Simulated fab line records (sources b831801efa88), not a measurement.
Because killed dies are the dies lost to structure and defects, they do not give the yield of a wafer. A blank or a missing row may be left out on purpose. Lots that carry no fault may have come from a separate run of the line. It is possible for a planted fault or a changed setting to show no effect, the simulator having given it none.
Chamber matching	flow sky130	rieDiel-02 running SKY_SONOS_ONO_ETCH_15: 4 sister chambers
The step etches the open film in CHF3/O2, target depth 19.52 nm, time 7.8 s. 18 wafers are shown with their chamber, then 9 later ones without.

== WAFERS WITH THEIR CHAMBER ==
wafer	chamber	drypumpMotorCurrentA (A)	oesProductAu (a.u.)	throttleValvePct (%)
L081.3	3	5.9	0.990	8.844
L081.4	0	5.5	1.005	8.836
L081.6	0	5.6	1.001	8.828
L082.1	0	5.6	0.996	8.835
L082.2	3	5.9	1.001	8.816
L082.3	1	5.3	0.997	8.835
L083.2	1	5.3	1.003	8.824
L083.3	0	5.5	1.002	8.819
L083.4	3	5.9	0.994	8.821
L084.2	1	5.2	1.006	8.832
L084.3	3	5.9	0.993	8.823
L084.6	0	5.6	0.995	8.828
L087.1	2	5.7	0.989	8.827
L087.2	3	5.9	0.996	8.823
L087.5	2	5.7	0.997	8.827
L090.2	3	5.9	0.989	8.827
L090.4	2	5.7	0.996	8.824
L090.5	1	5.3	1.006	8.812

SIGNATURES (means of the wafers above)
reading	chamber 0	chamber 1	chamber 2	chamber 3	scatter within a chamber
drypumpMotorCurrentA	5.560	5.275	5.700	5.900	0.0373
oesProductAu	0.99980	1.00300	0.99400	0.99383	0.00429
throttleValvePct	8.82920	8.82575	8.82600	8.82567	0.00835
Rule: a wafer's distance from a chamber is the root of the sum, over the readings, of the square of ((its reading less the chamber's mean) divided by the reading's scatter). If the next closest chamber is less than 2 further off than the closest, the wafer can't be placed; otherwise it belongs to the closest. How the scatter is found: for the shown wafers, subtract from each reading the mean of its chamber, square and add these, divide the total by (wafers less chambers), then take the root.

== WAFERS WITH NO CHAMBER GIVEN ==
wafer	drypumpMotorCurrentA (A)	oesProductAu (a.u.)	throttleValvePct (%)
L093.1	5.7	1.008	8.821
L093.3	5.9	0.989	8.821
L093.6	5.9	1.000	8.830
L096.3	5.9	0.985	8.830
L096.5	5.7	1.001	8.816
L096.6	5.9	0.997	8.812
L097.2	5.2	0.996	8.827
L097.3	5.9	0.995	8.810
L097.6	5.2	0.995	8.814

== THE CHAMBER EACH PASSED THROUGH ==
wafer	from the rows above	in truth
L093.1	can't be placed: 2 or 0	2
L093.3	3	3
L093.6	3	3
L096.3	3	3
L096.5	2	2
L096.6	3	3
L097.2	1	1
L097.3	3	3
L097.6	1	1
Correctly placed: 8 of 9. These rows do not allow placing 1 (true chamber among the candidates in 1). 0 placed wrongly.
